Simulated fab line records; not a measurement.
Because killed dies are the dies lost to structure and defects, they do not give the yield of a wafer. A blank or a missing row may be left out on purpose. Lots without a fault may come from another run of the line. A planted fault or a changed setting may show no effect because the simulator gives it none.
Split-lot study -- flow gf180mcu -- on a route of 602 steps: 5 lots, 23 wafers read

SPLIT DETAILS
At GF_STI_OXIDATION_01 (stabilise 600 s, purge 300 s, target thk 10 nm), the setting temp_c was moved away from the recipe's 900 C on 20 of the 23 wafers read, by -2.4% to -0.9%. The other wafers ran this setting at the recipe's value.

Split to reading: the file shows no intervening step.

THE READING
At GF_STI_THK_MEAS_02: STI_OXIDATION_THK, given in nm. Typical for fault-free wafers on this fab line: 10.08 nm, with standard deviation 0.14 nm.

wafer,"tool, chamber at the split","temp_c as run, C",against the recipe,"STI_OXIDATION_THK, nm",against lot-mates on the recipe
L074.2,"furnace-02, 0",900,recipe,10.17,-
L074.4,"furnace-02, 0",900,recipe,10.44,-
L074.6,"furnace-02, 0",900,recipe,10.19,-
L076.1,"-, -",884.3,-1.7%,8.53,no lot-mate on the recipe
L076.2,"-, -",884.3,-1.7%,8.44,no lot-mate on the recipe
L076.3,"-, -",884.3,-1.7%,8.50,no lot-mate on the recipe
L076.5,"-, -",884.3,-1.7%,8.38,no lot-mate on the recipe
L076.6,"-, -",884.3,-1.7%,8.52,no lot-mate on the recipe
L077.1,"-, -",888.3,-1.3%,8.74,no lot-mate on the recipe
L077.3,"-, -",888.3,-1.3%,8.70,no lot-mate on the recipe
L077.4,"-, -",888.3,-1.3%,8.70,no lot-mate on the recipe
L077.5,"-, -",888.3,-1.3%,8.73,no lot-mate on the recipe
L077.6,"-, -",888.3,-1.3%,8.79,no lot-mate on the recipe
L081.2,"-, -",878.7,-2.4%,8.25,no lot-mate on the recipe
L081.3,"-, -",878.7,-2.4%,8.21,no lot-mate on the recipe
L081.4,"-, -",878.7,-2.4%,8.08,no lot-mate on the recipe
L081.5,"-, -",878.7,-2.4%,8.23,no lot-mate on the recipe
L081.6,"-, -",878.7,-2.4%,8.14,no lot-mate on the recipe
L084.1,"-, -",892.1,-0.9%,9.26,no lot-mate on the recipe
L084.2,"-, -",892.1,-0.9%,9.17,no lot-mate on the recipe
L084.3,"-, -",892.1,-0.9%,9.15,no lot-mate on the recipe
L084.4,"-, -",892.1,-0.9%,9.13,no lot-mate on the recipe
L084.5,"-, -",892.1,-0.9%,9.32,no lot-mate on the recipe

FIT RESULTS
A straight line over all 23 wafers: STI_OXIDATION_THK changes by +0.853 nm for each +1% of temp_c; r = +0.97; the points scatter about the line by 0.18 nm.
Too few moved wafers have a lot-mate on the recipe to fit a line with each lot's own level taken away.

THE WHOLE CHAIN: every reading that the file lists as answering this split, in the file's order
step,what it does,reading,change (the file's fit),r (the file's)
GF_STI_OXIDATION_01,"stabilise 600 s, purge 300 s, target thk 10 nm","SiO2_of_STI_OXIDATION_01.thk_nm (the simulator's own value, which no gauge read)",+0.842 nm for each +1% of the setting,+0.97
GF_STI_THK_MEAS_02,,STI_OXIDATION_THK,+0.854 for each +1% of the setting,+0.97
GF_STI_WET_ETCH_27,"etches Si3N4 in H3PO4, target depth 160 nm, time 1825 s","SiO2_of_STI_OXIDATION_01.thk_nm (the simulator's own value, which no gauge read)",+0.818 nm for each +1% of the setting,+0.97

THE FILE'S OWN FIT
STI_OXIDATION_THK changes by +0.854 nm for each +1% of temp_c, r = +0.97.
